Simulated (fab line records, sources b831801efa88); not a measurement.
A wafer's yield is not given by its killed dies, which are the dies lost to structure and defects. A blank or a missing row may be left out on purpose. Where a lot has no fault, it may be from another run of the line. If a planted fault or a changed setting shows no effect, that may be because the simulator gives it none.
Chamber matching || flow sfq_line || SFQ_TRILAYER_I6_VIA_BARC_OPEN_VIA_ETCH_235 on rie_diel-04: 4 sister chambers
The step etches BARC in O2, target depth 125 nm, time 41.7 s. 4 wafers are shown with their chamber, then 7 later ones without.

## WAFERS WITH THEIR CHAMBER
{"wafer": "L960.5", "chamber": 0, "run_length_s (s)": 69.7}
{"wafer": "L963.2", "chamber": 3, "run_length_s (s)": 69.8}
{"wafer": "L965.2", "chamber": 1, "run_length_s (s)": 70.4}
{"wafer": "L965.4", "chamber": 2, "run_length_s (s)": 69.4}

## WAFERS MISSING THEIR CHAMBER
{"wafer": "L965.5", "run_length_s (s)": 69.5}
{"wafer": "L967.1", "run_length_s (s)": 70.2}
{"wafer": "L967.2", "run_length_s (s)": 70.1}
{"wafer": "L967.4", "run_length_s (s)": 70.2}
{"wafer": "L978.2", "run_length_s (s)": 69.4}
{"wafer": "L978.4", "run_length_s (s)": 70.3}
{"wafer": "L978.6", "run_length_s (s)": 69.3}

## CHAMBER TAKEN BY EACH
{"wafer": "L965.5", "from the rows above": "can't be placed: 2 or 0 or 3", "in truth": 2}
{"wafer": "L967.1", "from the rows above": "can't be placed: 1 or 3 or 0", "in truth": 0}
{"wafer": "L967.2", "from the rows above": "can't be placed: 3 or 1 or 0", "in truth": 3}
{"wafer": "L967.4", "from the rows above": "can't be placed: 1 or 3 or 0", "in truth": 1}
{"wafer": "L978.2", "from the rows above": "can't be placed: 2 or 0", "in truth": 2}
{"wafer": "L978.4", "from the rows above": 1, "in truth": 1}
{"wafer": "L978.6", "from the rows above": "can't be placed: 2 or 0", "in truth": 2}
Correct placement for 1 of the 7. Not placeable from these rows: 6 (in 6, the candidates include the true chamber). Placed wrongly: 0.
How it was worked out, from the rows above alone: a wafer's distance from a chamber is the root of the sum, over the readings, of the square of ((its reading less the chamber's mean) divided by the reading's scatter). The wafer belongs to the nearest chamber; if the next one is less than 2 further off, it can't be placed. The mean given for a chamber averages the wafers shown for that chamber. The scatter (one wafer shown for each chamber): square how far every hidden wafer sits from the nearest shown wafer, average those squares and take the square root.
